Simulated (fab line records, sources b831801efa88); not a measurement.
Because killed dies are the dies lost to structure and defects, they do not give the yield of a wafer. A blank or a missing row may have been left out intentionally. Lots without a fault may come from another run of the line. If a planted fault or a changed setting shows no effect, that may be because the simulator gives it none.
Code-filled problem report in 8D (eight disciplines) form -- flow gf180mcu -- the parts of the form that need people (team, actions taken, sign-off) are left out

1. THE PROBLEM
Mean of chamber-o2-ppm at GF_SALICIDE_RTA_08: 1502.000 across 6 wafers in 2 lots; on wafers with no fault it is 1.997 (standard deviation 0.022). That is +99 or more standard deviations from the usual mean.
The step: time 30 s.
Earliest sighting: wafer L469.2 on rtp-anneal-02 at day 16 20:26. Wafers with a number at this step in the record: 18, from 6 lots. Rule for "out" (also "out of limits"): further than 4 standard deviations from the usual mean. All remaining wafers that have a number are taken as sound.

2. WHAT THIS IS AND IS NOT
question,is,is not
which readings at this step,chamber-o2-ppm,"lamp-power-pct, wafer_temp_C_max"
which lots,"L469, L470","L464, L466, L476, L477"
which wafers of those lots,all that have a number,-
read on which tools,rtp-anneal-02,rtp-anneal-01
when,from day 16 20:26,"up to then (6 sound wafers); but 6 sound wafers of L476, L477 came after"

3. SUSPECTS, AND WHAT RULES EACH OUT
Counting: a tool stays on the suspect list if, at a process step up to the reading, it processed all lots that are out and no sound lot following the first of them.
- rie-diel-02 at GF_SAB_ETCH_11 (etches SiO2 in C4F8/O2/Ar, target depth 55 nm, time 8.5 s): kept. It ran every lot that is out, first L469 (day 16 19:23), and no sound lot after that.
- pvd-sputter-01 at GF_SALICIDE_SPUTTER_02 (material Co, target thk 10 nm, time 20 s): ruled out as a lasting fault. Sound lots L477 ran on it after its first lot that is out, L469 (day 16 19:54).
- pvd-sputter-01 at GF_SALICIDE_SPUTTER_03 (material TiN, target thk 20 nm, time 16.7 s): ruled out as a lasting fault. Sound lots L477 ran on it after its first lot that is out, L469 (day 16 19:55).
- rtp-anneal-01 at GF_SALICIDE_RTA_06 (time 30 s): kept. Every lot that is out went through it, starting with L469 (day 16 20:09), and after that it ran no sound lot; the last sound lot it ran before then is L466 (day 15 22:05).
- rtp-anneal-02 at GF_SALICIDE_RTA_08 (time 30 s): kept. Every lot that is out went through it, starting with L469 (day 16 20:26), and after that it ran no sound lot; the last sound lot it ran before then is L466 (day 15 22:17). Its own readings are out on those wafers: chamber-o2-ppm.
Left after counting: rie-diel-02 at GF_SAB_ETCH_11, rtp-anneal-01 at GF_SALICIDE_RTA_06, rtp-anneal-02 at GF_SALICIDE_RTA_08.

4. THE CAUSE (what the simulator had put in)
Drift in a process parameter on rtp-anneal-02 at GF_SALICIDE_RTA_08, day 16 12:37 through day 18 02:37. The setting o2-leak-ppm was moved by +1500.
After counting, 3 suspects remain, this tool included.

5. THE CHAIN OF EFFECTS, in route order
Each row: a reading whose mean over the struck wafers that have a number lies more than 3 standard deviations from the usual. Readings are gone through only where the record gives a usual standard deviation; hours: the median, over the lots, of the time from a lot's start at the first step in this table giving one to that lot's start at this step; sigmas: the change measured in usual standard deviations.
hours,step,reading,usual,on struck wafers,change,sigmas
0,GF_SALICIDE_RTA_08,chamber-o2-ppm,1.997,1502.000,+1500.003,+99 or more
It contains these process steps:
- GF_SALICIDE_RTA_08: time 30 s.

6. WHAT WOULD HAVE CAUGHT IT SOONER
First out-of-limits reading in this record: day 16 20:26, which is 8 hours after fault onset at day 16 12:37.
